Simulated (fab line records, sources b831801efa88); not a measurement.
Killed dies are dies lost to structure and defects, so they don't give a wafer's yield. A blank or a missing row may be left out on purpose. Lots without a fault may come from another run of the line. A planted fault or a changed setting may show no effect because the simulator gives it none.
Chamber matching | flow gf180mcu | GF_V1_CVD_02 on pecvd-01: 3 sister chambers
The step deposits SiO2 from TEOS, target thk 850 nm, time 94.851 s. 54 wafers are shown with their chamber, then 12 later ones without.

WAFERS WITH THEIR CHAMBER
wafer  | chamber | heater_power_w (W)
L075.1 | 2       | 647
L075.2 | 0       | 859
L075.4 | 0       | 950
L076.1 | 0       | 860
L076.2 | 1       | 550
L076.3 | 2       | 664
L076.4 | 0       | 916
L076.5 | 2       | 696
L076.6 | 1       | 630
L077.2 | 2       | 626
L077.4 | 2       | 645
L077.6 | 1       | 547
L078.1 | 0       | 984
L078.2 | 1       | 670
L078.3 | 2       | 583
L078.4 | 0       | 1040
L078.5 | 2       | 623
L078.6 | 1       | 688
L080.1 | 0       | 989
L080.2 | 1       | 652
L080.3 | 2       | 623
L080.4 | 0       | 1035
L080.5 | 1       | 686
L080.6 | 2       | 650
L084.2 | 2       | 677
L084.4 | 0       | 949
L084.6 | 2       | 536
L085.2 | 1       | 670
L085.3 | 2       | 652
L085.6 | 2       | 679
L087.1 | 0       | 852
L087.2 | 2       | 661
L087.3 | 1       | 588
L087.4 | 1       | 651
L087.5 | 2       | 546
L087.6 | 0       | 949
L090.1 | 2       | 674
L090.2 | 0       | 912
L090.3 | 1       | 685
L089.2 | 0       | 890
L089.3 | 2       | 579
L089.6 | 2       | 643
L091.2 | 1       | 551
L091.3 | 0       | 978
L091.5 | 0       | 1032
L092.2 | 0       | 1017
L092.5 | 0       | 857
L092.6 | 2       | 694
L094.1 | 2       | 699
L094.2 | 0       | 935
L094.3 | 1       | 664
L094.4 | 2       | 531
L094.5 | 1       | 674
L094.6 | 0       | 982

SIGNATURES (means of the wafers above)
reading        | chamber 0 | chamber 1 | chamber 2 | scatter within a chamber
heater_power_w | 946.63    | 636.14    | 634.67    | 56.5
Rule: a wafer's distance from a chamber is the root of the sum, over the readings, of the square of ((its reading less the chamber's mean) divided by the reading's scatter). The wafer belongs to the nearest chamber; if the next one is less than 2 further off, it can't be placed. The scatter: the root of (the sum of the squares of (reading less its chamber's mean) over the shown wafers, divided by (wafers less chambers)).

WAFERS WITHOUT THEIR CHAMBER
wafer  | heater_power_w (W)
L095.1 | 606
L095.2 | 1056
L095.3 | 590
L095.4 | 646
L095.5 | 840
L095.6 | 647
L096.2 | 654
L096.3 | 888
L096.4 | 677
L097.1 | 665
L097.3 | 666
L097.4 | 541

WHICH CHAMBER EACH WENT THROUGH
wafer  | from the rows above          | in truth
L095.1 | can't be placed: 2 or 1      | 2
L095.2 | 0                            | 0
L095.3 | can't be placed: 2 or 1      | 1
L095.4 | can't be placed: 1 or 2      | 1
L095.5 | can't be placed: 0 or 1 or 2 | 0
L095.6 | can't be placed: 1 or 2      | 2
L096.2 | can't be placed: 1 or 2      | 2
L096.3 | 0                            | 0
L096.4 | can't be placed: 1 or 2      | 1
L097.1 | can't be placed: 1 or 2      | 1
L097.3 | can't be placed: 1 or 2      | 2
L097.4 | can't be placed: 2 or 1      | 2
Placed correctly: 2 of 12. Can't be placed from these rows: 10 (the true chamber is among the candidates in 10). Placed wrongly: 0.
